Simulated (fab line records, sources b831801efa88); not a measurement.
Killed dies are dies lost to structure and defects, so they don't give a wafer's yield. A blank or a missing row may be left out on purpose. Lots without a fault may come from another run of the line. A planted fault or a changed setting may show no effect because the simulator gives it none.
fab line records | flow sky130
record lots=12 wafers=36 last_day=50
route steps=708 shown METAL2@486 VIA2@519 PAD_OPEN@708
lots that met no fault: from a run of the same line without faults
start_h: hours from the record's first day to the start of the lot's first wafer shown | wait_h: hours since the lot's step before | " the same as in the row above | L1.1+2: a row that stands for several wafers | - no value, or no start given | * or withheld: withheld | < > ~ a bound
route shown NAME@n: a module of which the file shows steps, and the number in the route of the first | usual: mean/standard deviation of fault-free wafers | same: alike in all rows | chamber/n: place in a boat | sites: the reading at each site | _std_site: their standard deviation | _edge_site: outer sites' mean less inner sites' | radius_mm: how far each site lies from the wafer's centre | mask NAME#n: copy n | behind: the tool/chamber that last shaped the wafer | hold: why the lot was held/for how many hours/how that ended | device: the transistor (n, p or np) that didn't switch | end of line: the same wafers' tests at the end of the route | a step without rows: its recipe alone | killed: dies lost to structure and defects at the first sort, not the wafer's yield | map: a wafer's dies, x killed, . not, _ none there
set.NAME: the setting as run; set.NAME@STEP: as run at that earlier step | model.NAME: the simulator's own value behind a step, which no gauge read
steps of the route over a sample of lots; a table a step, a row a wafer
services: from which hour (start_h, from the record's first day; less than 0 if before it) a tool's chamber was out of use, for how many hours, and why
## steps
# step SKY_METAL2_SPUTTER_03
# recipe material=Ti target_thk_nm=5 power_w=3000 time_s=3.3 chamber_pressure_pa=0.4
# usual throttle_valve_pct=30.5/1.2
# columns lot.wafer tool chamber start_h wait_h throttle_valve_pct
L326.1 pvd_sputter-01 - 807.57 0.0 28.7
L326.2 " - " " 30.5
L326.3 " - " " 29.7
L329.4 pvd_sputter-03 - 829.79 0.0 29.5
L329.5 " - " " 29.4
L329.6 " - " " 29.3
L328.2 pvd_sputter-04 - 835.62 0.0 32.5
L328.3 " - " " 31.5
L328.5 " - " " 32.6
L330.1 pvd_sputter-01 - 842.40 0.0 28.6
L330.2 " - " " 30.2
L330.5 " - " " 30.5
L331.2 pvd_sputter-04 - 853.35 0.0 32.6
L331.3 " - " " 31.3
L331.6 " - " " 30.0
L334.1 pvd_sputter-04 - 869.60 0.0 31.4
L334.5 " - " " 31.6
L334.6 " - " " 30.1
L338.2 pvd_sputter-04 - 902.60 0.0 31.5
L338.3 " - " " 31.6
L338.4 " - " " 32.9
L340.2 pvd_sputter-04 - 907.55 0.0 30.1
L340.5 " - " " 31.8
L340.6 " - " " 32.8
L343.1 pvd_sputter-04 - 927.73 0.0 30.0
L343.2 " - " " 31.4
L343.4 " - " " 31.6
L346.3 pvd_sputter-04 - 950.71 0.0 31.7
L346.5 " - " " 31.6
L346.6 " - " " 30.1
L347.1 pvd_sputter-03 - 967.30 0.0 29.8
L347.3 " - " " 29.2
L347.5 " - " " 29.2
L348.1 pvd_sputter-01 - 972.30 0.0 29.4
L348.5 " - " " 28.7
L348.6 " - " " 30.2
# step SKY_METAL2_DESCUM_17
# recipe chemistry=O2 source_power_w=150 bias_power_w=0 pressure_mtorr=10 temp_c=40 time_s=8
# usual drypump_motor_current_A=5.7/0.53 oes_product_au=1.000/0.01 temp_c=39.97/0.1
# columns lot.wafer tool chamber start_h wait_h drypump_motor_current_A oes_product_au rf_hours_counter_h temp_c
L326.1 rie_metal-01 1 834.66 0.0 5.1 0.988 13 39.76
L326.2 " 0 " " 5.4 1.002 5 39.98
L326.3 " 1 " " 5.1 0.992 - 39.82
L329.4 rie_metal-01 1 856.47 0.0 5.1 0.989 - 39.98
L329.5 " 1 " " 5.1 0.994 - 40.06
L329.6 " 0 " " 5.5 0.994 - 39.99
L328.2 rie_metal-02 0 862.14 0.0 6.5 0.998 17 40.06
L328.3 " 1 " " 6.3 0.995 - 39.91
L328.5 " 0 " " 6.5 1.008 - 40.13
L330.1 rie_metal-03 0 868.96 0.0 5.1 0.988 12 40.10
L330.2 " 1 " " 5.7 1.014 0 39.69
L330.5 " 0 " " 5.1 0.996 - 40.09
L331.2 rie_metal-03 1 879.34 0.0 5.7 1.001 1 39.80
L331.3 " 1 " " 5.7 1.011 - 40.00
L331.6 " 1 " " 5.7 0.995 - 40.11
L334.1 rie_metal-02 0 894.91 0.0 6.5 0.997 19 40.00
L334.5 " 0 " " 6.5 0.994 - 39.88
L334.6 " 0 " " 6.5 0.997 - 39.98
L338.2 rie_metal-02 1 927.62 0.0 6.3 1.009 - 39.97
L338.3 " 1 " " 6.3 1.001 - 39.99
L338.4 " 1 " " 6.3 1.009 - 39.92
L340.2 rie_metal-03 0 932.79 0.0 5.1 1.010 15 39.93
L340.5 " 1 " " 5.7 1.012 - 39.84
L340.6 " 0 " " 5.1 1.005 - 40.04
L343.1 rie_metal-01 0 952.36 0.0 5.4 1.007 9 40.04
L343.2 " 1 " " 5.1 0.980 19 39.97
L343.4 " 1 " " 5.1 0.989 - 39.99
L346.3 rie_metal-02 0 975.02 0.0 6.5 1.014 - 39.91
L346.5 " 0 " " 6.5 1.012 - 39.81
L346.6 " 1 " " 6.3 1.012 - 40.12
L347.1 rie_metal-01 0 990.16 0.0 5.4 1.002 12 39.91
L347.3 " 0 " " 5.4 0.999 - 39.96
L347.5 " 0 " " 5.4 1.001 - 40.07
L348.1 rie_metal-01 0 995.51 0.0 5.4 0.999 13 39.98
L348.5 " 0 " " 5.4 0.995 - 39.80
L348.6 " 0 " " 5.4 1.009 - 39.96
# step SKY_VIA2_CD_MEAS_12
# recipe target_cd_nm=200
# usual cd_nm=200.4/1.2
# columns lot.wafer tool chamber start_h wait_h cd_nm
L326.1 cd_sem-02 - 862.36 - 198.8
L326.2 " - " " 200.0
L326.3 " - " " 200.5
L329.4 cd_sem-01 - 883.32 - 200.5
L329.5 " - " " 198.1
L329.6 " - " " 200.3
L328.2 cd_sem-01 - 888.50 - 199.3
L328.3 " - " " 198.7
L328.5 " - " " 200.6
L330.1 cd_sem-02 - 895.58 - 202.7
L330.2 " - " " 201.8
L330.5 " - " " 202.7
L331.2 cd_sem-02 - 905.23 - 200.9
L331.3 " - " " 202.1
L331.6 " - " " 201.0
L334.1 cd_sem-01 - 920.88 - 198.4
L334.5 " - " " 199.4
L334.6 " - " " 198.3
L338.2 cd_sem-02 - 953.08 - 200.2
L338.3 " - " " 200.6
L338.4 " - " " 199.7
L340.2 cd_sem-01 - 958.08 - 198.7
L340.5 " - " " 198.1
L340.6 " - " " 197.1
L343.1 cd_sem-02 - 977.51 - 200.4
L343.2 " - " " 200.3
L343.4 " - " " 200.6
L346.3 cd_sem-02 - 999.77 - 199.7
L346.5 " - " " 200.5
L346.6 " - " " 201.1
L347.1 cd_sem-01 - 1015.11 - 200.8
L347.3 " - " " 199.9
L347.5 " - " " 198.9
L348.1 cd_sem-02 - 1019.81 - 200.0
L348.5 " - " " 198.4
L348.6 " - " " 199.0
# step SKY_VIA2_ETCH_15
# recipe target=SiO2 chemistry=C4F8/O2/Ar target_depth_nm=546 stop_on=TiN mask_material=KrF-thick source_w=1500 bias_w=1200 pressure_mtorr=40 c4f8_flow_sccm=withheld O2_flow_sccm=6 Ar_flow_sccm=300 time_s=84
# usual oes_product_au=0.939/0.005
# columns lot.wafer tool chamber start_h wait_h oes_product_au rf_hours_counter_h
L326.1 rie_diel-02 1 862.56 0.0 0.932 12
L326.2 " 2 " " 0.934 12
L326.3 " 0 " " 0.940 12
L329.4 rie_diel-03 3 883.49 0.0 0.933 -
L329.5 " 2 " " 0.937 -
L329.6 " 1 " " 0.927 -
L328.2 rie_diel-03 3 888.68 0.0 0.948 20
L328.3 " 2 " " 0.940 1
L328.5 " 0 " " 0.925 -
L330.1 rie_diel-02 2 895.78 0.0 0.944 13
L330.2 " 0 " " 0.942 13
L330.5 " 1 " " 0.937 -
L331.2 rie_diel-03 0 905.40 0.0 0.944 13
L331.3 " 3 " " 0.939 20
L331.6 " 0 " " 0.938 -
L334.1 rie_diel-03 3 921.08 0.0 0.947 21
L334.5 " 3 " " 0.938 -
L334.6 " 0 " " 0.941 -
L338.2 rie_diel-02 3 953.25 0.0 0.897 12
L338.3 " 0 " " 0.883 15
L338.4 " 2 " " 0.896 15
L340.2 rie_diel-02 0 958.25 0.0 0.893 15
L340.5 " 1 " " 0.897 -
L340.6 " 2 " " 0.897 -
L343.1 rie_diel-01 3 977.71 0.0 0.940 11
L343.2 " 2 " " 0.942 25
L343.4 " 0 " " 0.931 24
L346.3 rie_diel-01 0 999.93 0.0 0.945 24
L346.5 " 0 " " 0.946 -
L346.6 " 3 " " 0.945 -
L347.1 rie_diel-01 2 1015.31 0.0 0.944 26
L347.3 " 0 " " 0.938 25
L347.5 " 2 " " 0.940 -
L348.1 rie_diel-03 1 1020.01 0.0 0.948 15
L348.5 " 3 " " 0.942 -
L348.6 " 0 " " 0.938 -
# step SKY_VIA2_STRIP_16
# recipe chemistry=O2/N2 power_w=1400 pressure_mtorr=1500 platen_temp_c=withheld o2_flow_sccm=3000 n2_flow_sccm=300 overash_fraction=0.5
# usual drypump_motor_current_A=5.9/0.36 oes_product_au=0.399/0.0046 strip_time_to_endpoint_s=4.05/0.032
# columns lot.wafer tool chamber start_h wait_h drypump_motor_current_A oes_product_au rf_hours_counter_h strip_time_to_endpoint_s
L326.1 plasma_asher-03 0 862.63 0.0 6.3 0.395 102 4.03
L326.2 " 1 " " 5.7 0.392 102 3.99
L326.3 " 0 " " 6.3 0.396 - 4.02
L329.4 plasma_asher-03 1 883.55 0.0 5.7 0.402 - 4.06
L329.5 " 0 " " 6.3 0.394 - 4.03
L329.6 " 1 " " 5.7 0.406 - 4.03
L328.2 plasma_asher-02 0 888.75 0.0 5.9 0.398 13 4.10
L328.3 " 1 " " 5.6 0.396 - 4.03
L328.5 " 1 " " 5.6 0.401 - 4.06
L330.1 plasma_asher-03 1 895.84 0.0 5.7 0.402 105 4.00
L330.2 " 0 " " 6.3 0.392 105 4.00
L330.5 " 1 " " 5.7 0.396 - 4.05
L331.2 plasma_asher-01 1 905.47 0.0 6.3 0.398 45 4.12
L331.3 " 0 " " 5.3 0.404 - 4.12
L331.6 " 0 " " 5.3 0.394 - 4.10
L334.1 plasma_asher-02 0 921.15 0.0 5.9 0.398 16 4.11
L334.5 " 1 " " 5.6 0.403 - 4.09
L334.6 " 0 " " 5.9 0.400 - 4.08
L338.2 plasma_asher-02 0 953.32 0.0 5.9 0.404 19 4.25
L338.3 " 1 " " 5.6 0.407 - 4.25
L338.4 " 0 " " 5.9 0.413 - 4.25
L340.2 plasma_asher-01 1 958.32 0.0 6.3 0.407 50 4.22
L340.5 " 1 " " 6.3 0.406 - 4.22
L340.6 " 0 " " 5.3 0.400 - 4.18
L343.1 plasma_asher-02 1 977.77 0.0 5.6 0.403 21 4.07
L343.2 " 0 " " 5.9 0.403 21 4.06
L343.4 " 0 " " 5.9 0.404 - 4.08
L346.3 plasma_asher-03 1 1000.03 0.1 5.7 0.401 - 4.04
L346.5 " 1 " " 5.7 0.402 - 4.07
L346.6 " 0 " " 6.3 0.399 - 4.04
L347.1 plasma_asher-03 0 1015.38 0.0 6.3 0.400 117 3.99
L347.3 " 1 " " 5.7 0.404 - 4.07
L347.5 " 1 " " 5.7 0.399 - 4.02
L348.1 plasma_asher-01 0 1020.07 0.0 5.3 0.409 56 4.09
L348.5 " 1 " " 6.3 0.407 - 4.09
L348.6 " 0 " " 5.3 0.405 - 4.08
# step SKY_PAD_OPEN_PROBE_99
# usual defect_limited_yield=82.6/1.7 killed_at_M0_to_M3=42/6.4 killed_at_M4_up=3.2/1.9 killed_at_contacts=24/4.8 killed_at_front_end=16/4.4 killed_at_other=0.3/0.55 killed_dies=86/8.6 killed_on_rim=17/3.5 killed_open=46/6.6 killed_short=39/5.7
# same gross_dies=492 killed_at_back_side=0
# columns lot.wafer tool chamber start_h wait_h hold defect_limited_yield[%] killed_at_M0_to_M3 killed_at_M4_up killed_at_contacts killed_at_front_end killed_at_other killed_dies killed_on_rim killed_open killed_short
L326.1 prober-02 - 1084.05 0.1 - 81.3 38 1 25 28 0 92 13 48 43
L326.2 prober-02 - 1084.10 0.1 - 79.5 51 4 30 16 0 101 21 51 50
L326.3 prober-02 - 1084.15 0.2 - 83.5 41 2 17 20 1 81 17 39 40
L329.4 prober-01 - 1104.00 0.2 - 82.9 40 2 28 14 0 84 18 51 33
L329.5 prober-01 - 1104.05 0.2 - 81.5 44 3 27 16 1 91 18 47 44
L329.6 prober-01 - 1104.10 0.2 - 84.3 43 2 19 13 0 77 17 37 40
L328.2 prober-02 - 1106.00 0.1 - 83.3 38 3 24 17 0 82 12 43 39
L328.3 prober-02 - 1106.05 0.2 - 83.9 37 4 21 16 1 79 17 48 30
L328.5 prober-02 - 1106.15 0.2 - 80.9 48 3 25 17 1 94 16 48 45
L330.1 prober-01 - 1112.68 0.1 - 83.3 40 7 20 15 0 82 18 40 40
L330.2 prober-01 - 1112.73 0.1 - 80.1 50 5 31 12 0 98 19 51 45
L330.5 prober-01 - 1112.88 0.2 - 84.1 38 3 19 17 1 78 16 41 34
L331.2 prober-02 - 1120.31 0.1 - 85.2 34 2 23 14 0 73 11 33 40
L331.3 prober-02 - 1120.36 0.2 - 82.7 44 4 19 17 1 85 24 49 35
L331.6 prober-02 - 1120.51 0.2 - 81.7 40 5 32 12 1 90 13 49 40
L334.1 prober-01 - 1132.44 0.1 - 84.8 30 2 24 18 1 75 14 36 39
L334.5 prober-01 - 1132.64 0.2 - 84.1 31 1 22 23 1 78 20 36 40
L334.6 prober-01 - 1132.69 0.2 - 81.7 33 2 31 22 2 90 21 47 41
L338.2 prober-02 - 1156.33 0.1 await_dispo/1.9h/scrap 25.8 319 4 25 17 0 365 40 40 41
L338.3 prober-02 - 1156.38 0.2 await_dispo/1.9h/scrap 13.6 386 6 23 10 0 425 67 42 43
L338.4 prober-02 - 1156.43 0.2 await_dispo/1.9h/scrap 47.2 214 6 20 20 0 260 71 49 47
L340.2 prober-01 - 1161.36 0.1 await_dispo/6.2h/release 58.9 168 4 13 17 0 202 33 42 27
L340.5 prober-01 - 1161.51 0.2 await_dispo/6.2h/release 51.0 200 5 26 10 0 241 79 44 41
L340.6 prober-01 - 1161.56 0.2 await_dispo/6.2h/release 76.2 68 3 26 20 0 117 29 51 40
L343.1 prober-02 - 1174.29 0.1 - 82.7 32 5 27 21 0 85 18 48 37
L343.2 prober-02 - 1174.34 0.1 - 82.5 40 0 29 16 1 86 15 51 35
L343.4 prober-02 - 1174.44 0.2 - 84.6 39 1 23 12 1 76 12 37 38
L346.3 prober-02 - 1191.67 0.2 - 81.3 42 4 27 18 1 92 20 58 34
L346.5 prober-02 - 1191.77 0.2 - 81.5 51 2 18 19 1 91 16 47 44
L346.6 prober-02 - 1191.82 0.2 - 83.1 44 2 18 19 0 83 16 49 34
L347.1 prober-02 - 1200.17 0.1 - 79.9 45 5 28 21 0 99 25 51 45
L347.3 prober-02 - 1200.27 0.2 - 82.5 43 3 29 11 0 86 15 44 41
L347.5 prober-02 - 1200.37 0.2 - 81.5 55 1 21 14 0 91 20 52 39
L348.1 prober-01 - 1205.04 0.1 - 82.7 47 1 27 10 0 85 16 44 40
L348.5 prober-01 - 1205.24 0.2 - 84.6 42 4 15 15 0 76 11 39 37
L348.6 prober-01 - 1205.29 0.2 - 85.8 32 4 24 10 0 70 21 36 34
# killed by level:class
L326.1 POLY_GATE:geometric_particle:open=8 VIA1:geometric_particle:open=7 FIELD_ISO:geometric_particle:open=6 CONTACT:geometric_particle:short=6 POLY_GATE:geometric_particle:short=6 VIA1:geometric_particle:short=6 CONTACT:geometric_particle:open=6 METAL1:geometric_particle:short=6
L326.2 VIA1:geometric_particle:open=13 CONTACT:geometric_particle:open=8 METAL1:geometric_particle:short=8 VIA2:geometric_particle:open=8 FIELD_ISO:geometric_particle:short=6 VIA3:geometric_particle:open=6 METAL3:geometric_particle:short=6 LI_CONTACT:geometric_particle:open=5
L326.3 VIA1:geometric_particle:open=10 POLY_GATE:geometric_particle:short=6 CONTACT:geometric_particle:open=6 FIELD_ISO:geometric_particle:open=4 FIELD_ISO:geometric_particle:short=4 METAL3:geometric_particle:short=4 LI_CONTACT:geometric_particle:open=4 VIA1:geometric_particle:short=4
L329.4 CONTACT:geometric_particle:open=11 VIA3:geometric_particle:open=10 VIA2:geometric_particle:open=9 FIELD_ISO:geometric_particle:open=6 LOCAL_INTERCONNECT:geometric_particle:short=6 METAL2:geometric_particle:short=6 LI_CONTACT:geometric_particle:open=5 FIELD_ISO:geometric_particle:short=4
L329.5 POLY_GATE:geometric_particle:open=8 LI_CONTACT:geometric_particle:open=8 VIA1:geometric_particle:open=8 CONTACT:geometric_particle:open=7 METAL2:geometric_particle:short=7 VIA2:geometric_particle:open=7 VIA1:geometric_particle:short=6 LOCAL_INTERCONNECT:geometric_particle:short=5
L329.6 METAL2:geometric_particle:short=8 METAL3:geometric_particle:short=8 CONTACT:geometric_particle:open=7 METAL1:geometric_particle:short=7 VIA1:geometric_particle:open=5 VIA3:geometric_particle:open=5 FIELD_ISO:geometric_particle:open=4 LI_CONTACT:geometric_particle:open=4
L328.2 CONTACT:geometric_particle:open=12 VIA1:geometric_particle:open=7 METAL3:geometric_particle:short=6 VIA2:geometric_particle:open=6 FIELD_ISO:geometric_particle:open=5 POLY_GATE:geometric_particle:short=5 LI_CONTACT:geometric_particle:open=5 METAL1:geometric_particle:short=5
L328.3 VIA1:geometric_particle:open=13 CONTACT:geometric_particle:open=11 VIA2:geometric_particle:open=8 VIA3:geometric_particle:open=6 POLY_GATE:geometric_particle:short=5 FIELD_ISO:geometric_particle:short=4 LI_CONTACT:geometric_particle:open=4 CONTACT:geometric_particle:short=4
L328.5 METAL2:geometric_particle:short=12 CONTACT:geometric_particle:open=10 VIA1:geometric_particle:open=9 LI_CONTACT:geometric_particle:open=9 FIELD_ISO:geometric_particle:open=6 METAL1:geometric_particle:short=5 VIA2:geometric_particle:short=5 VIA3:geometric_particle:open=5
L330.1 VIA3:geometric_particle:open=9 CONTACT:geometric_particle:open=7 VIA1:geometric_particle:open=7 METAL2:geometric_particle:short=6 VIA2:geometric_particle:open=6 FIELD_ISO:geometric_particle:short=4 POLY_GATE:geometric_particle:short=4 METAL4:geometric_particle:short=4
L330.2 CONTACT:geometric_particle:open=11 VIA1:geometric_particle:open=11 LOCAL_INTERCONNECT:geometric_particle:short=10 METAL1:geometric_particle:short=10 METAL2:geometric_particle:short=9 VIA2:geometric_particle:open=7 LI_CONTACT:geometric_particle:open=5 POLY_GATE:geometric_particle:open=4
L330.5 LI_CONTACT:geometric_particle:open=8 VIA3:geometric_particle:open=6 METAL1:geometric_particle:short=5 VIA1:geometric_particle:short=5 VIA1:geometric_particle:open=5 VIA2:geometric_particle:open=5 FIELD_ISO:geometric_particle:short=4 FIELD_ISO:geometric_particle:open=4
L331.2 CONTACT:geometric_particle:short=8 VIA2:geometric_particle:open=6 CONTACT:geometric_particle:open=6 VIA1:geometric_particle:open=6 FIELD_ISO:geometric_particle:short=5 POLY_GATE:geometric_particle:short=5 VIA3:geometric_particle:open=5 METAL2:geometric_particle:short=5
L331.3 VIA1:geometric_particle:open=11 VIA3:geometric_particle:open=10 CONTACT:geometric_particle:open=7 FIELD_ISO:geometric_particle:short=6 LI_CONTACT:geometric_particle:open=5 METAL1:geometric_particle:short=5 LOCAL_INTERCONNECT:geometric_particle:short=4 METAL4:geometric_particle:short=4
L331.6 CONTACT:geometric_particle:open=9 LI_CONTACT:geometric_particle:open=8 VIA1:geometric_particle:open=7 METAL1:geometric_particle:short=6 VIA3:geometric_particle:short=6 VIA3:geometric_particle:open=6 LOCAL_INTERCONNECT:geometric_particle:short=5 CONTACT:geometric_particle:short=5
L334.1 CONTACT:geometric_particle:open=9 LI_CONTACT:geometric_particle:open=6 FIELD_ISO:geometric_particle:short=5 VIA3:geometric_particle:open=5 POLY_GATE:geometric_particle:short=4 VIA2:geometric_particle:open=4 METAL2:geometric_particle:short=4 METAL3:geometric_particle:short=4
L334.5 FIELD_ISO:geometric_particle:open=7 CONTACT:geometric_particle:open=7 VIA2:geometric_particle:short=6 FIELD_ISO:geometric_particle:short=5 VIA1:geometric_particle:open=5 LI_CONTACT:geometric_particle:open=4 LOCAL_INTERCONNECT:geometric_particle:short=4 CONTACT:geometric_particle:short=4
L334.6 CONTACT:geometric_particle:open=13 METAL2:geometric_particle:short=8 VIA1:geometric_particle:open=8 FIELD_ISO:geometric_particle:open=6 LI_CONTACT:geometric_particle:open=6 CONTACT:geometric_particle:short=5 METAL1:geometric_particle:short=5 FIELD_ISO:geometric_particle:short=4
L338.2 VIA2:area_etch=283 LI_CONTACT:geometric_particle:open=10 FIELD_ISO:geometric_particle:open=6 FIELD_ISO:geometric_particle:short=6 CONTACT:geometric_particle:open=6 VIA3:geometric_particle:short=6 METAL2:geometric_particle:short=5 VIA2:geometric_particle:open=5
L338.3 VIA2:area_etch=338 CONTACT:geometric_particle:open=10 LI_CONTACT:geometric_particle:open=7 METAL1:geometric_particle:short=7 VIA1:geometric_particle:short=6 VIA1:geometric_particle:open=6 METAL2:geometric_particle:short=6 VIA2:geometric_particle:open=6
L338.4 VIA2:area_etch=163 VIA1:geometric_particle:open=11 CONTACT:geometric_particle:open=11 METAL2:geometric_particle:short=8 METAL1:geometric_particle:short=8 VIA2:geometric_particle:open=6 FIELD_ISO:geometric_particle:short=5 POLY_GATE:geometric_particle:short=5
L340.2 VIA2:area_etch=132 VIA1:geometric_particle:open=8 CONTACT:geometric_particle:open=7 FIELD_ISO:geometric_particle:open=6 FIELD_ISO:geometric_particle:short=6 VIA2:geometric_particle:open=5 LI_CONTACT:geometric_particle:open=4 METAL1:geometric_particle:short=4
L340.5 VIA2:area_etch=156 CONTACT:geometric_particle:open=10 VIA1:geometric_particle:open=10 VIA1:geometric_particle:short=8 LI_CONTACT:geometric_particle:open=7 CONTACT:geometric_particle:short=5 METAL4:geometric_particle:short=5 METAL2:geometric_particle:short=5
L340.6 VIA2:area_etch=26 CONTACT:geometric_particle:open=11 VIA1:geometric_particle:open=8 VIA2:geometric_particle:open=8 FIELD_ISO:geometric_particle:short=7 VIA3:geometric_particle:open=6 POLY_GATE:geometric_particle:open=5 POLY_GATE:geometric_particle:short=5
L343.1 CONTACT:geometric_particle:open=13 VIA1:geometric_particle:open=7 FIELD_ISO:geometric_particle:short=6 LI_CONTACT:geometric_particle:open=6 POLY_GATE:geometric_particle:open=6 POLY_GATE:geometric_particle:short=5 METAL1:geometric_particle:short=4 METAL2:geometric_particle:short=4
L343.2 LI_CONTACT:geometric_particle:open=10 VIA1:geometric_particle:open=10 CONTACT:geometric_particle:open=8 METAL1:geometric_particle:short=7 VIA2:geometric_particle:open=7 LOCAL_INTERCONNECT:geometric_particle:short=6 VIA1:geometric_particle:short=5 VIA3:geometric_particle:open=4
L343.4 CONTACT:geometric_particle:open=11 VIA1:geometric_particle:open=9 VIA3:geometric_particle:open=8 FIELD_ISO:geometric_particle:short=5 VIA1:geometric_particle:short=5 VIA2:geometric_particle:short=5 LOCAL_INTERCONNECT:geometric_particle:short=4 METAL2:geometric_particle:short=4
L346.3 CONTACT:geometric_particle:open=12 VIA1:geometric_particle:open=11 FIELD_ISO:geometric_particle:open=6 LI_CONTACT:geometric_particle:open=6 VIA2:geometric_particle:open=6 POLY_GATE:geometric_particle:open=5 METAL2:geometric_particle:short=5 VIA3:geometric_particle:open=4
L346.5 VIA1:geometric_particle:open=8 VIA3:geometric_particle:short=7 CONTACT:geometric_particle:short=7 CONTACT:geometric_particle:open=7 VIA2:geometric_particle:open=7 FIELD_ISO:geometric_particle:short=6 VIA1:geometric_particle:short=6 FIELD_ISO:geometric_particle:open=5
L346.6 VIA1:geometric_particle:open=12 FIELD_ISO:geometric_particle:open=6 CONTACT:geometric_particle:open=6 VIA2:geometric_particle:open=6 VIA1:geometric_particle:short=5 VIA3:geometric_particle:open=5 FIELD_ISO:geometric_particle:short=4 LI_CONTACT:geometric_particle:open=4
L347.1 CONTACT:geometric_particle:open=11 VIA1:geometric_particle:open=10 LI_CONTACT:geometric_particle:open=8 VIA2:geometric_particle:open=8 FIELD_ISO:geometric_particle:short=6 METAL1:geometric_particle:short=6 METAL2:geometric_particle:short=5 FIELD_ISO:geometric_particle:open=4
L347.3 LI_CONTACT:geometric_particle:open=12 VIA1:geometric_particle:open=9 METAL2:geometric_particle:short=7 METAL1:geometric_particle:short=5 CONTACT:geometric_particle:open=5 VIA1:geometric_particle:short=5 VIA3:geometric_particle:short=5 LI_CONTACT:geometric_particle:short=4
L347.5 CONTACT:geometric_particle:open=11 VIA2:geometric_particle:open=10 METAL2:geometric_particle:short=8 VIA1:geometric_particle:open=7 VIA3:geometric_particle:open=7 FIELD_ISO:geometric_particle:short=5 METAL2:geometric_particle:open=5 LI_CONTACT:geometric_particle:open=5
L348.1 VIA1:geometric_particle:short=13 CONTACT:geometric_particle:open=12 VIA1:geometric_particle:open=10 METAL2:geometric_particle:short=8 LI_CONTACT:geometric_particle:open=5 LOCAL_INTERCONNECT:geometric_particle:short=5 VIA2:geometric_particle:open=5 VIA3:geometric_particle:open=4
L348.5 VIA1:geometric_particle:open=8 CONTACT:geometric_particle:open=7 METAL1:geometric_particle:short=7 POLY_GATE:geometric_particle:open=6 METAL2:geometric_particle:short=5 VIA1:geometric_particle:short=5 LI_CONTACT:geometric_particle:open=4 VIA3:geometric_particle:open=4
L348.6 VIA1:geometric_particle:open=7 CONTACT:geometric_particle:open=6 FIELD_ISO:geometric_particle:short=5 LI_CONTACT:geometric_particle:short=5 LI_CONTACT:geometric_particle:open=5 VIA2:geometric_particle:open=5 METAL2:geometric_particle:short=5 VIA3:geometric_particle:open=5
## services
# columns tool chamber start_h hours kind
rie_diel-02 - 784.56 0.1 repair
plasma_asher-02 - 792.56 14.6 pm
rie_diel-01 - 813.41 2.8 pm
rie_diel-02 - 851.03 0.2 repair
rie_diel-03 3 859.84 3.5 repair
plasma_asher-03 - 872.48 0.4 repair
rie_metal-01 0 873.71 8.3 repair
rie_diel-03 0 874.78 11.9 repair
rie_diel-01 1 876.91 86.9 repair
rie_diel-02 0 876.93 2.8 repair
rie_metal-01 0 892.26 5.2 repair
rie_metal-03 - 901.08 0.5 repair
plasma_asher-02 - 902.56 6.1 repair
pvd_sputter-04 - 909.72 5.0 repair
rie_diel-01 2 913.82 1.8 repair
rie_diel-02 3 928.86 18.5 repair
rie_diel-03 1 929.57 8.1 repair
rie_diel-03 0 941.26 2.2 repair
pvd_sputter-04 - 953.60 0.5 repair
rie_diel-02 0 996.02 2.6 repair
rie_diel-03 - 1007.99 0.1 repair
rie_diel-03 1 1009.87 3.2 repair
rie_diel-03 3 1011.49 8.2 repair
plasma_asher-02 - 1019.84 2.8 pm
## key
first_sign step=SKY_VIA2_ETCH_15 reading=oes_product_au direction=down sigmas=9 usual=0.939 struck=0.894
effect step=SKY_VIA2_STRIP_16 reading=strip_time_to_endpoint_s direction=up sigmas=5.5 usual=* struck=*
effect step=SKY_PAD_OPEN_PROBE_99 reading=killed_at_M0_to_M3 direction=up sigmas=29 usual=42 struck=226
more_kills_born_at SKY_VIA2_ETCH_15@rie_diel-02=1098
met_at SKY_VIA2_ETCH_15
struck_lots L338,L340
later_rows_left_out L338.2,L338.3
not_acting_at SKY_METAL2_SPUTTER_03,SKY_METAL2_DESCUM_17,SKY_VIA2_CD_MEAS_12
onset_between 895.78 953.25
fault kind=process_parameter_drift tool=rie_diel-02 chamber=- onset_h=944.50 steps=SKY_VIA2_ETCH_15 channel=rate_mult offset=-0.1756 shape=step end_h=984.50
# later_rows_left_out: the simulator's readings of these wafers behind a module that went badly wrong aren't trusted and aren't shown, but for the sort
